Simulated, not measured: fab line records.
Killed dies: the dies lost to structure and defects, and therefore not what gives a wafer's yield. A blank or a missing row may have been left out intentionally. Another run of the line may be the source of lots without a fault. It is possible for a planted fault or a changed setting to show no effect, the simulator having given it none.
What tool caused it?	flow sky130	11 lots with 33 wafers sampled at 5 steps, on a route of 708 steps

WHAT EACH GAUGE READ, for each wafer
The record holds no reading of a measuring or inspecting step that can be judged against a usual standard deviation.

WHICH TOOL RAN EACH LOT (tool, then ch and the chambers of the sampled wafers, then the start)
lot	SKY_VIA3_ETCH_14	SKY_METAL4_METAL_ETCH_18	SKY_METAL5_SPUTTER_03	SKY_PASSIVATION_STRIP_12	SKY_PAD_OPEN_PROBE_99
L572	rie_diel-04 ch 0,1,3, day 39 02:53	rie_metal-04 ch 0,1, day 41 06:31	pvd_sputter-02, day 42 08:22	plasma_asher-02 ch 0,1, day 44 08:10	-
L573	rie_diel-02 ch 1,2,3, day 40 00:58	rie_metal-04 ch 0, day 42 03:40	pvd_sputter-01, day 43 05:22	plasma_asher-02 ch 1, day 45 02:10	-
L574	rie_diel-03 ch 0,3, day 40 17:59	rie_metal-01 ch 0,1, day 42 19:42	pvd_sputter-01, day 43 21:21	plasma_asher-02 ch 0,1, day 45 17:14	-
L575	rie_diel-04 ch 0,2,3, day 41 00:46	rie_metal-04 ch 1, day 43 02:02	pvd_sputter-04, day 44 03:34	plasma_asher-01 ch 0,1, day 45 23:02	-
L578	rie_diel-04 ch 1,3, day 42 08:46	rie_metal-03 ch 0,1, day 44 09:21	pvd_sputter-01, day 45 08:12	plasma_asher-02 ch 0,1, day 47 02:22	-
L580	rie_diel-04 ch 1,2,3, day 42 09:47	rie_metal-01 ch 0,1, day 44 10:03	pvd_sputter-01, day 45 09:32	plasma_asher-01 ch 0,1, day 47 03:35	-
L582	rie_diel-04 ch 0,2,3, day 42 16:29	rie_metal-03 ch 0,1, day 44 15:48	pvd_sputter-01, day 45 14:58	plasma_asher-03 ch 0,1, day 47 09:19	prober-02, day 48 07:31
L584	rie_diel-04 ch 0,2,3, day 44 05:20	rie_metal-04 ch 0,1, day 46 02:11	pvd_sputter-04, day 47 01:25	plasma_asher-03 ch 1, day 48 17:43	prober-01, day 49 14:59
L591	rie_diel-03 ch 0,1,3, day 45 02:28	rie_metal-04 ch 0,1, day 46 22:14	pvd_sputter-01, day 47 20:28	plasma_asher-01 ch 0,1, day 49 11:08	prober-02, day 50 06:46
L593	rie_diel-03 ch 0,2,3, day 45 12:10	rie_metal-03 ch 0,1, day 47 08:32	pvd_sputter-02, day 48 07:07	plasma_asher-01 ch 0,1, day 49 20:19	prober-02, day 50 15:25
L595	rie_diel-03 ch 0,1,3, day 46 04:08	rie_metal-01 ch 0,1, day 47 23:32	pvd_sputter-04, day 48 20:50	plasma_asher-01 ch 0,1, day 50 08:47	-
- SKY_VIA3_ETCH_14: etches BARC in N2/H2, stops on SiO2, time 45.9 s, target depth 60 nm.
- SKY_METAL4_METAL_ETCH_18: etches the open film in Cl2/BCl3, stops on SiO2, target depth 845 nm, time 183.1 s.
- SKY_METAL5_SPUTTER_03: material Ti, target thk 5 nm, time 3.3 s.
- SKY_PASSIVATION_STRIP_12: strips in O2/N2.
- SKY_PAD_OPEN_PROBE_99

AS READ BY THE TOOLS THEMSELVES (means over the sampled wafers that have a number; for cases with no such wafer, the mark the record gives instead)
SKY_VIA3_ETCH_14. Usual: drypump_motor_current_A 5.7 A, standard deviation 0.41; h2_flow_sccm 200.0 sccm, standard deviation 0.65; oes_product_au 0.854 a.u., standard deviation 0.0044; rf_fwd_power_W 494.3 W, standard deviation 2.4; throttle_valve_pct 13.017 %, standard deviation 0.0092.
lot	tool	drypump_motor_current_A (A)	h2_flow_sccm (sccm)	oes_product_au (a.u.)	rf_fwd_power_W (W)	throttle_valve_pct (%)	flag
L572	rie_diel-04	5.8	200.5	0.857	493.5	13.020	
L573	rie_diel-02	5.0	199.9	0.852	494.0	13.021	
L574	rie_diel-03	5.8	199.9	0.854	493.5	13.017	
L575	rie_diel-04	5.9	199.7	0.852	493.5	13.016	
L578	rie_diel-04	5.6	199.8	0.854	496.1	13.013	
L580	rie_diel-04	5.7	200.2	0.853	494.3	13.008	
L582	rie_diel-04	5.9	200.3	0.852	493.2	13.014	
L584	rie_diel-04	5.9	200.4	0.851	495.5	13.014	
L591	rie_diel-03	5.9	200.0	0.855	493.2	13.011	
L593	rie_diel-03	5.8	199.5	0.858	493.5	13.019	
L595	rie_diel-03	5.8	200.1	0.858	491.4	13.023	

SKY_METAL4_METAL_ETCH_18. Usual: drypump_motor_current_A 6.0 A, standard deviation 0.44; oes_product_au 0.866 a.u., standard deviation 0.0057; rf_fwd_power_W 897.2 W, standard deviation 2.7; throttle_valve_pct 22.265 %, standard deviation 0.009.
lot	tool	drypump_motor_current_A (A)	oes_product_au (a.u.)	rf_fwd_power_W (W)	throttle_valve_pct (%)	flag
L572	rie_metal-04	6.1	0.856	896.9	22.268	
L573	rie_metal-04	5.8	0.864	900.3	22.271	
L574	rie_metal-01	5.7	0.863	899.2	22.264	
L575	rie_metal-04	6.5	0.869	896.4	22.271	
L578	rie_metal-03	6.2	0.871	894.6	22.269	
L580	rie_metal-01	5.4	0.873	898.2	22.268	
L582	rie_metal-03	6.0	0.865	895.0	22.276	
L584	rie_metal-04	6.3	0.867	897.1	22.252	
L591	rie_metal-04	6.1	0.867	896.6	22.274	
L593	rie_metal-03	6.0	0.866	896.9	22.267	
L595	rie_metal-01	5.4	0.871	899.1	22.262	

SKY_METAL5_SPUTTER_03. Usual: throttle_valve_pct reads 29.7 % (standard deviation 1).
lot	tool	throttle_valve_pct (%)	flag
L572	pvd_sputter-02	30.1	
L573	pvd_sputter-01	29.1	
L574	pvd_sputter-01	28.5	
L575	pvd_sputter-04	29.1	
L578	pvd_sputter-01	30.4	
L580	pvd_sputter-01	29.2	
L582	pvd_sputter-01	28.5	
L584	pvd_sputter-04	29.6	
L591	pvd_sputter-01	30.7	
L593	pvd_sputter-02	30.2	
L595	pvd_sputter-04	28.9	

SKY_PASSIVATION_STRIP_12. Usual: drypump_motor_current_A 5.4 A, standard deviation 0.33; oes_product_au 0.661 a.u., standard deviation 0.0044; strip_time_to_endpoint_s 31.53 s, standard deviation 0.11.
lot	tool	drypump_motor_current_A (A)	oes_product_au (a.u.)	strip_time_to_endpoint_s (s)	flag
L572	plasma_asher-02	5.2	0.661	31.63	
L573	plasma_asher-02	5.4	0.659	31.43	
L574	plasma_asher-02	5.3	0.661	31.43	
L575	plasma_asher-01	5.5	0.665	31.48	
L578	plasma_asher-02	5.3	0.658	31.50	
L580	plasma_asher-01	5.5	0.662	31.50	
L582	plasma_asher-03	5.5	0.661	31.48	
L584	plasma_asher-03	5.9	0.659	31.57	
L591	plasma_asher-01	5.2	0.659	31.52	
L593	plasma_asher-01	5.5	0.659	31.77	
L595	plasma_asher-01	5.4	0.659	31.43	

SKY_PAD_OPEN_PROBE_99. Usual: defect_limited_yield 82.4 %, standard deviation 2.1; killed_at_M0_to_M3 44, standard deviation 7.4; killed_at_M4_up 3.2, standard deviation 2; killed_at_contacts 24, standard deviation 5.1; killed_at_front_end 15, standard deviation 4.8; killed_at_other 0.2, standard deviation 0.46; killed_dies 86, standard deviation 10; killed_open 47, standard deviation 7.5; killed_short 39, standard deviation 7; sort_bin_3_pad_short 0.9 %, standard deviation 0.4; sort_bin_5_function 10.4 %, standard deviation 1.5; sort_bin_6_memory 6.3 %, standard deviation 1.2; sort_n_pass 406, standard deviation 10; sort_yield_pct 82.4 %, standard deviation 2.1.
lot	tool	defect_limited_yield (%)	killed_at_M0_to_M3	killed_at_M4_up	killed_at_contacts	killed_at_front_end	killed_at_other	killed_dies	killed_open	killed_short	sort_bin_3_pad_short (%)	sort_bin_5_function (%)	sort_bin_6_memory (%)	sort_n_pass	sort_yield_pct (%)	flag
L582	prober-02	78.7	65	2.3	23	15	0.3	105	40	39	1.4	13.6	6.3	387	78.7	
L584	prober-01	79.5	65	3.0	21	11	0.3	101	41	34	1.9	11.5	7.1	391	79.5	
L591	prober-02	82.0	48	2.3	25	13	0.3	88	49	40	0.9	10.5	6.6	404	82.0	
L593	prober-02	81.3	44	1.3	25	22	0.0	92	47	45	0.7	11.5	6.4	400	81.3	

THE ANSWER, worked out from the rows above alone
Rule: a lot is off if the mean of its wafers that have a number lies more than 3 standard deviations from the usual mean. Also off: a lot with no number at a reading for which 4 or more lots have one. Where the step has rows for the other lots, those lots are counted as sound. After the gauges, taken in route order, come the tools' own readings; for these a lot's mean is taken, as printed above. The first step at which some lot is off is used, and at that step the reading that is off furthest; a lot without a number counts as furthest.
No lot is off on any of the readings shown, so nothing can be concluded from this.

WHAT THE SIMULATOR HAD PUT IN
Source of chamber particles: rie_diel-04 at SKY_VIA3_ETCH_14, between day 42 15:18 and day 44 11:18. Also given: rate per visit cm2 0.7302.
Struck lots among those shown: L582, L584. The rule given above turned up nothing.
